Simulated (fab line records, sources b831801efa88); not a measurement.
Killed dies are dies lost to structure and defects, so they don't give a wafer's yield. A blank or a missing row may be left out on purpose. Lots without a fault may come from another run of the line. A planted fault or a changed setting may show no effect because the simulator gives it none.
A struck lot beside a sound one | flow sky130 | 22 steps out of a route of 708
Sound: wafers L194.2, L194.3, L194.4. Struck: wafers L199.1, L199.2, L199.5. The cause comes at the end.
At each step with rows: each side's tool, then ch and its chambers, then its first start. Under that, the readings that differ: sound wafers | struck wafers | difference of the means | sigmas: that difference in standard deviations of wafers without a fault.
alike: readings whose means differ by less than 2 such deviations, and words and numbers that are the same on both sides. not compared: withheld readings, readings that some wafer has no value for, bounds like >300 that may hide the same value, and numbers for which the record gives no deviation and whose values overlap.
The two part at a step that has a row with sigmas, a row that says differs or no value, or rows on one side only. Numbers that don't overlap but have no deviation are shown without sigmas and don't part them. A reading that every wafer of one side lacks parts them only if that side has two wafers or more.

first, 5 steps without rows for these wafers: SKY_LDD_P_COAT_02 (resist thk 1140 nm); SKY_LDD_P_SOFTBAKE_03 (time 60 s); SKY_LDD_P_EXPOSE_04 (exposes mask PSDM, target cd 380 nm); SKY_LDD_P_PEB_05; SKY_LDD_P_DEVELOP_06 (develop time 61.64 s).
SKY_LDD_P_CD_MEAS_07: target cd 380 nm.
  sound on cd_sem-01, day 23 03:23; struck on cd_sem-02, day 24 23:26
  alike: cd_nm
SKY_LDD_P_OVL_MEAS_08:
  sound on overlay-01, day 23 03:29; struck on overlay-01, day 24 23:33
  alike: LDD_P_OVL
then, 1 step without rows for these wafers: SKY_LDD_P_IMPLANT_09.
SKY_LDD_P_STRIP_10: strips in O2/N2.
  sound on plasma_asher-02 ch 0,1, day 23 03:40; struck on plasma_asher-02 ch 0,1, day 24 23:44
  reading                      | sound             | struck            | difference | sigmas
  strip_time_to_endpoint_s (s) | 14.27 14.26 14.26 | 14.14 14.16 14.17 | -0.11      | -3
  alike: drypump_motor_current_A, oes_product_au
  not compared: rf_hours_counter_h
SKY_LDD_P_TW_MEAS_11:
  sound on film_metro-04, day 23 03:46; struck on film_metro-03, day 24 23:50
  alike: LDD_P_TW
then, 2 steps without rows for these wafers: SKY_LDD_HVN_DEHYDRATE_00 (time 60 s); SKY_LDD_HVN_HMDS_01 (prime time 60 s).
SKY_LDD_HVN_COAT_02: resist thk 300 nm.
  sound on litho_track-03 ch 0, day 23 18:56; struck on litho_track-01 ch 0, day 25 13:37
  reading                                      | sound                | struck               | difference | sigmas
  spin_speed_rpm (rpm)                         | 2996.7 3000.8 2999.0 | 3183.1 3179.3 3179.4 | +181.8     | +96
  model.NOVOLAK_of_LDD_HVN_COAT_02.thk_nm (nm) | 301.6 301.6 300.2    | 291.5 291.5 291.3    | -9.7       |
then, 3 steps without rows for these wafers: SKY_LDD_HVN_SOFTBAKE_03 (time 60 s); SKY_LDD_HVN_EXPOSE_04 (exposes mask HVNTM, target cd 700 nm); SKY_LDD_HVN_PEB_05.
SKY_LDD_HVN_DEVELOP_06: develop time 60 s.
  sound on litho_track-03 ch 0, day 24 09:32; struck on litho_track-04 ch 0, day 26 04:19
  reading                                      | sound             | struck            | difference | sigmas
  model.NOVOLAK_of_LDD_HVN_COAT_02.thk_nm (nm) | 301.2 301.2 299.8 | 291.1 291.1 290.9 | -9.7       |
SKY_LDD_HVN_OVL_MEAS_07:
  sound on overlay-01, day 24 09:40; struck on overlay-01, day 26 04:28
  alike: LDD_HVN_OVL
then, 1 step without rows for these wafers: SKY_LDD_HVN_IMPLANT_08.
SKY_LDD_HVN_STRIP_09: strips in O2/N2.
  sound on plasma_asher-03 ch 0,1, day 24 09:50; struck on plasma_asher-03 ch 0,1, day 26 04:38
  reading                      | sound             | struck            | difference | sigmas
  strip_time_to_endpoint_s (s) | 4.140 4.143 4.129 | 4.030 4.031 4.015 | -0.112     | -9
  alike: drypump_motor_current_A, oes_product_au
  not compared: rf_hours_counter_h
SKY_LDD_HVN_TW_MEAS_10:
  sound on film_metro-03, day 24 09:57; struck on film_metro-01, day 26 04:44
  alike: LDD_HVN_TW
-- the record jumps here: 23 days lie between the struck wafers' starts before and after (it left off in module LDD_HVN and takes up again in module PAD_OPEN, whose first step shown is number 708 of the route) --
SKY_PAD_OPEN_PROBE_99:
  sound on prober-02, day 48 13:38; struck on prober-01, day 49 13:03
  alike: killed_at_M0_to_M3, killed_at_M4_up, killed_at_contacts, killed_at_front_end, killed_at_other, killed_dies, killed_open, killed_short

WHERE THEY PART
First at SKY_LDD_P_STRIP_10; last, within this record, at SKY_LDD_HVN_STRIP_09. Later steps at which nothing parts them and some readings are alike: SKY_LDD_HVN_TW_MEAS_10, SKY_PAD_OPEN_PROBE_99.

WHY: what the simulator had put in
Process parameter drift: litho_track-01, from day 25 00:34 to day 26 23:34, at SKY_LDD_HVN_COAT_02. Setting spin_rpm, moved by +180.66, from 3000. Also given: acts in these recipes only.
